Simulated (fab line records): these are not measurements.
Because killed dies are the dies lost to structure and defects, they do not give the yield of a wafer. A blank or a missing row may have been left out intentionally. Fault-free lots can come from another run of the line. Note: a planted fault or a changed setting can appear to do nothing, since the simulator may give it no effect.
Problem report in the 8D (eight disciplines) form, filled by code + flow sky130 + the parts of the form that need people (team, actions taken, sign-off) are left out

== 1. WHAT IS WRONG ==
Mean of oesProductAu at SKY_POLY_CUT_ETCH_11: 0.795 a.u. across 3 wafers in 2 lots; on wafers with no fault it is 0.830 a.u. (standard deviation 0.0061). Relative to the usual mean, that is a shift of -5.7 standard deviations.
The step: etches Si3N4 in CF4/CH2F2/Ar, stops on poly-Si, time 42.5 s, target depth 60 nm.
Earliest sighting: wafer L963.4 on rieDiel-03 at day 26 14:45. At this step, 40 wafers from 14 lots have a number in the record. Rule for "out" (also "out of limits"): further than 4 standard deviations from the usual mean. The rest of the wafers with a number are treated as sound.

== 2. WHAT IT IS, AND WHAT IT ISN'T ==
| question                    | is                     | is not                                                                                                               |
|-----------------------------|------------------------|----------------------------------------------------------------------------------------------------------------------|
| which readings at this step | oesProductAu           | drypumpMotorCurrentA, throttleValvePct                                                                               |
| which lots                  | L963, L964             | L958, L959, L960, L961, L970, L972, L973, L974, L975, L977, L978, L981                                               |
| which wafers of those lots  | L963.4, L963.6, L964.4 | L964.1                                                                                                               |
| read on which tools         | rieDiel-03, rieDiel-04 | rieDiel-01                                                                                                           |
| when                        | from day 26 14:45      | up to then (12 sound wafers); but 25 sound wafers of L964, L970, L972, L973, L974, L975, L977, L978, L981 came after |

== 3. WHAT RULES OUT EACH SUSPECT ==
Counting: a tool at a process step up to the reading stays a suspect if it ran every lot that is out. Sound lots after the first of them don't rule it out here, since some wafers of a struck lot are sound.
- rieDiel-01 at SKY_SPACER_ETCHBACK_02 (etches Si3N4 in CH3F/O2, stops on SiO2, time 46.7 s, target depth 45 nm): kept. It processed each lot that is out (first: L963, day 25 09:22); up to then, its last sound lot is L961 (day 24 12:03).
- Within rieDiel-01 at SKY_SPACER_ETCHBACK_02: the wafers that are out ran in chambers 2, 3; their sound lot-mates ran in chamber 0.
Left after counting: rieDiel-01 at SKY_SPACER_ETCHBACK_02.

== 4. THE CAUSE (what the simulator had put in) ==
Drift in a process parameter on rieDiel-01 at SKY_SPACER_ETCHBACK_02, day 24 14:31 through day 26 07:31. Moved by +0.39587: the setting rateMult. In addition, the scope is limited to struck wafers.
Counting left only this tool.

== 5. SEQUENCE OF EFFECTS, ordered by route ==
Rows list readings where the struck wafers' mean (over those with a number) sits beyond 3 standard deviations from the usual. Only readings whose record carries a usual standard deviation are examined. hours: median over the lots of the time between each lot's start at the first step of this table that gives one and its start at this step. sigmas: the change, counted in usual standard deviations.
| hours | step                 | reading      | usual      | on struck wafers | change | sigmas |
|-------|----------------------|--------------|------------|------------------|--------|--------|
| 0     | SKY_POLY_CUT_ETCH_11 | oesProductAu | 0.830 a.u. | 0.795            | -0.035 | -5.7   |
Its process steps:
- SKY_POLY_CUT_ETCH_11: etches Si3N4 in CF4/CH2F2/Ar, stops on poly-Si, time 42.5 s, target depth 60 nm.
At these later measuring or inspecting steps, every struck wafer for which the step has a row has a number for every such reading, and none has moved that far: SKY_LI_CONTACT_OVL_MEAS_13.

== 6. WHAT WOULD HAVE CAUGHT IT SOONER ==
The fault began at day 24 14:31; the first out-of-limits reading in this record came at day 26 14:45, 48 hours later.
No tool reading at SKY_SPACER_ETCHBACK_02 that has a usual standard deviation in the record was out on any struck wafer, so an alarm limit of 4 standard deviations on those readings would not have fired.
Each of the lots that are out, 2 in all, had begun SKY_SPACER_ETCHBACK_02 on rieDiel-01 no later than day 26 14:45. Had the tool been put on hold then, not one of them would have been saved.
